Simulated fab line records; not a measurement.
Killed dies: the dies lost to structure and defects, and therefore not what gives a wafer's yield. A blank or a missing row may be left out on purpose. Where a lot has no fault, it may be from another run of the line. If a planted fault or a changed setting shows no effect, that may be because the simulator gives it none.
Split-lot study || flow sfq_line || 5 lots, 23 wafers read, on a route of 325 steps

## THE SPLIT ITSELF
At SFQ_TRILAYER_I1_VIA_LITHO_COAT_054 (resist thk 62 nm), the setting spin_rpm was moved away from the recipe's 3000 rpm on 5 of the 23 wafers read, by -7.2% to +3.5%. All remaining wafers had this setting at the recipe value.

The reading is taken at the split's own step.

## THE READING
BARC_of_TRILAYER_I1_VIA_LITHO_COAT_054.thk_nm (the simulator's own value, which no gauge read), in nm, at SFQ_TRILAYER_I1_VIA_LITHO_COAT_054 (resist thk 62 nm). No usual value for it is given in the file. The 18 wafers here that ran the recipe average 61.86 nm, standard deviation 0.11 nm.

{"wafer": "L074.1", "tool, chamber at the split": "litho_track-02, 0", "spin_rpm as run, rpm": 3000, "against the recipe": "recipe", "BARC_of_TRILAYER_I1_VIA_LITHO_COAT_054.thk_nm, nm": 61.79, "against lot-mates on the recipe": "-"}
{"wafer": "L074.2", "tool, chamber at the split": "litho_track-02, 0", "spin_rpm as run, rpm": 3000, "against the recipe": "recipe", "BARC_of_TRILAYER_I1_VIA_LITHO_COAT_054.thk_nm, nm": 61.96, "against lot-mates on the recipe": "-"}
{"wafer": "L074.3", "tool, chamber at the split": "litho_track-02, 0", "spin_rpm as run, rpm": 3000, "against the recipe": "recipe", "BARC_of_TRILAYER_I1_VIA_LITHO_COAT_054.thk_nm, nm": 61.67, "against lot-mates on the recipe": "-"}
{"wafer": "L074.5", "tool, chamber at the split": "litho_track-02, 0", "spin_rpm as run, rpm": 3000, "against the recipe": "recipe", "BARC_of_TRILAYER_I1_VIA_LITHO_COAT_054.thk_nm, nm": 61.72, "against lot-mates on the recipe": "-"}
{"wafer": "L074.6", "tool, chamber at the split": "litho_track-02, 0", "spin_rpm as run, rpm": 3000, "against the recipe": "recipe", "BARC_of_TRILAYER_I1_VIA_LITHO_COAT_054.thk_nm, nm": 61.66, "against lot-mates on the recipe": "-"}
{"wafer": "L078.1", "tool, chamber at the split": "litho_track-02, 0", "spin_rpm as run, rpm": 3000, "against the recipe": "recipe", "BARC_of_TRILAYER_I1_VIA_LITHO_COAT_054.thk_nm, nm": 62.05, "against lot-mates on the recipe": "-"}
{"wafer": "L078.3", "tool, chamber at the split": "litho_track-02, 0", "spin_rpm as run, rpm": 3105, "against the recipe": "+3.5%", "BARC_of_TRILAYER_I1_VIA_LITHO_COAT_054.thk_nm, nm": 60.85, "against lot-mates on the recipe": -1.15}
{"wafer": "L078.4", "tool, chamber at the split": "litho_track-02, 0", "spin_rpm as run, rpm": 3105, "against the recipe": "+3.5%", "BARC_of_TRILAYER_I1_VIA_LITHO_COAT_054.thk_nm, nm": 60.86, "against lot-mates on the recipe": -1.14}
{"wafer": "L078.5", "tool, chamber at the split": "litho_track-02, 0", "spin_rpm as run, rpm": 3105, "against the recipe": "+3.5%", "BARC_of_TRILAYER_I1_VIA_LITHO_COAT_054.thk_nm, nm": 61.03, "against lot-mates on the recipe": -0.97}
{"wafer": "L078.6", "tool, chamber at the split": "litho_track-02, 0", "spin_rpm as run, rpm": 3000, "against the recipe": "recipe", "BARC_of_TRILAYER_I1_VIA_LITHO_COAT_054.thk_nm, nm": 61.95, "against lot-mates on the recipe": "-"}
{"wafer": "L079.1", "tool, chamber at the split": "litho_track-04, 0", "spin_rpm as run, rpm": 3000, "against the recipe": "recipe", "BARC_of_TRILAYER_I1_VIA_LITHO_COAT_054.thk_nm, nm": 61.92, "against lot-mates on the recipe": "-"}
{"wafer": "L079.2", "tool, chamber at the split": "litho_track-04, 0", "spin_rpm as run, rpm": 3000, "against the recipe": "recipe", "BARC_of_TRILAYER_I1_VIA_LITHO_COAT_054.thk_nm, nm": 62, "against lot-mates on the recipe": "-"}
{"wafer": "L079.4", "tool, chamber at the split": "litho_track-04, 0", "spin_rpm as run, rpm": 3000, "against the recipe": "recipe", "BARC_of_TRILAYER_I1_VIA_LITHO_COAT_054.thk_nm, nm": 61.79, "against lot-mates on the recipe": "-"}
{"wafer": "L082.1", "tool, chamber at the split": "litho_track-04, 0", "spin_rpm as run, rpm": 3000, "against the recipe": "recipe", "BARC_of_TRILAYER_I1_VIA_LITHO_COAT_054.thk_nm, nm": 62.03, "against lot-mates on the recipe": "-"}
{"wafer": "L082.2", "tool, chamber at the split": "litho_track-04, 0", "spin_rpm as run, rpm": 2783, "against the recipe": "-7.2%", "BARC_of_TRILAYER_I1_VIA_LITHO_COAT_054.thk_nm, nm": 64.29, "against lot-mates on the recipe": "+2.39"}
{"wafer": "L082.3", "tool, chamber at the split": "litho_track-04, 0", "spin_rpm as run, rpm": 3000, "against the recipe": "recipe", "BARC_of_TRILAYER_I1_VIA_LITHO_COAT_054.thk_nm, nm": 61.87, "against lot-mates on the recipe": "-"}
{"wafer": "L082.5", "tool, chamber at the split": "litho_track-04, 0", "spin_rpm as run, rpm": 3000, "against the recipe": "recipe", "BARC_of_TRILAYER_I1_VIA_LITHO_COAT_054.thk_nm, nm": 61.81, "against lot-mates on the recipe": "-"}
{"wafer": "L082.6", "tool, chamber at the split": "litho_track-04, 0", "spin_rpm as run, rpm": 2783, "against the recipe": "-7.2%", "BARC_of_TRILAYER_I1_VIA_LITHO_COAT_054.thk_nm, nm": 64.16, "against lot-mates on the recipe": "+2.26"}
{"wafer": "L083.1", "tool, chamber at the split": "litho_track-04, 0", "spin_rpm as run, rpm": 3000, "against the recipe": "recipe", "BARC_of_TRILAYER_I1_VIA_LITHO_COAT_054.thk_nm, nm": 61.79, "against lot-mates on the recipe": "-"}
{"wafer": "L083.2", "tool, chamber at the split": "litho_track-04, 0", "spin_rpm as run, rpm": 3000, "against the recipe": "recipe", "BARC_of_TRILAYER_I1_VIA_LITHO_COAT_054.thk_nm, nm": 61.89, "against lot-mates on the recipe": "-"}
{"wafer": "L083.4", "tool, chamber at the split": "litho_track-04, 0", "spin_rpm as run, rpm": 3000, "against the recipe": "recipe", "BARC_of_TRILAYER_I1_VIA_LITHO_COAT_054.thk_nm, nm": 61.91, "against lot-mates on the recipe": "-"}
{"wafer": "L083.5", "tool, chamber at the split": "litho_track-04, 0", "spin_rpm as run, rpm": 3000, "against the recipe": "recipe", "BARC_of_TRILAYER_I1_VIA_LITHO_COAT_054.thk_nm, nm": 61.78, "against lot-mates on the recipe": "-"}
{"wafer": "L083.6", "tool, chamber at the split": "litho_track-04, 0", "spin_rpm as run, rpm": 3000, "against the recipe": "recipe", "BARC_of_TRILAYER_I1_VIA_LITHO_COAT_054.thk_nm, nm": 61.84, "against lot-mates on the recipe": "-"}

THE FIT
A straight line over all 23 wafers: BARC_of_TRILAYER_I1_VIA_LITHO_COAT_054.thk_nm changes by -0.312 nm for each +1% of spin_rpm; r = -0.99; the points scatter about the line by 0.13 nm.
The same after taking each lot's own level away (the mean of its wafers on the recipe; 23 wafers): -0.318 nm for each +1%; r = -0.99; scatter 0.087 nm.
Per that fit: largest spin_rpm move, reading shift of 2.3 nm.
Measured against the standard deviation above, the lots' own levels, which go from 61.760 to 62.000 nm, span 2.1 times it.
Consequently the slope shifts little with the lot-to-lot level, the two slopes agreeing.
Check: for one of the wafers moved furthest among these (-7.2%), held out of the fit, the line's prediction against its lot-mates is +2.25 nm. Against them it came out at +2.39 nm.

## THESE WAFERS: OTHER SPLITS
Note: prior to the reading, these wafers also went through further splits. Each is held against what the fit with the lots' levels taken away leaves over:
{"other split on the same wafers": "SFQ_TRILAYER_L0_LITHO_COAT_005 spin_rpm", "wafers away from the commonest value": 8, "r with BARC_of_TRILAYER_I1_VIA_LITHO_COAT_054.thk_nm (lot level and that fit taken away)": "+0.05"}
{"other split on the same wafers": "SFQ_TRILAYER_L0_LITHO_EXPOSE_006 dose_mj", "wafers away from the commonest value": 5, "r with BARC_of_TRILAYER_I1_VIA_LITHO_COAT_054.thk_nm (lot level and that fit taken away)": -0.37}
{"other split on the same wafers": "SFQ_TRILAYER_L0_CAP_PECVD_011 time_s", "wafers away from the commonest value": 7, "r with BARC_of_TRILAYER_I1_VIA_LITHO_COAT_054.thk_nm (lot level and that fit taken away)": -0.15}
{"other split on the same wafers": "SFQ_TRILAYER_L0_VIA_ETCH_VIA_ETCH_016 bias_w", "wafers away from the commonest value": 6, "r with BARC_of_TRILAYER_I1_VIA_LITHO_COAT_054.thk_nm (lot level and that fit taken away)": -0.18}
{"other split on the same wafers": "SFQ_TRILAYER_M0_LITHO_COAT_026 spin_rpm", "wafers away from the commonest value": 5, "r with BARC_of_TRILAYER_I1_VIA_LITHO_COAT_054.thk_nm (lot level and that fit taken away)": -0.25}
{"other split on the same wafers": "SFQ_TRILAYER_I0_CMP_CMP_028 leave_above_ref_nm", "wafers away from the commonest value": 8, "r with BARC_of_TRILAYER_I1_VIA_LITHO_COAT_054.thk_nm (lot level and that fit taken away)": "+0.06"}
{"other split on the same wafers": "SFQ_TRILAYER_I0_VIA_LITHO_EXPOSE_032 dose_mj", "wafers away from the commonest value": 10, "r with BARC_of_TRILAYER_I1_VIA_LITHO_COAT_054.thk_nm (lot level and that fit taken away)": "+0.17"}
{"other split on the same wafers": "SFQ_TRILAYER_M1_LITHO_PEB_042 peb_temp_c", "wafers away from the commonest value": 8, "r with BARC_of_TRILAYER_I1_VIA_LITHO_COAT_054.thk_nm (lot level and that fit taken away)": "+0.09"}
{"other split on the same wafers": "SFQ_TRILAYER_M1_ETCH_METAL_ETCH_042 bias_w", "wafers away from the commonest value": 7, "r with BARC_of_TRILAYER_I1_VIA_LITHO_COAT_054.thk_nm (lot level and that fit taken away)": -0.03}

## THE FILE'S OWN FIT
BARC_of_TRILAYER_I1_VIA_LITHO_COAT_054.thk_nm changes by -0.319 nm for each +1% of spin_rpm, r = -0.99.
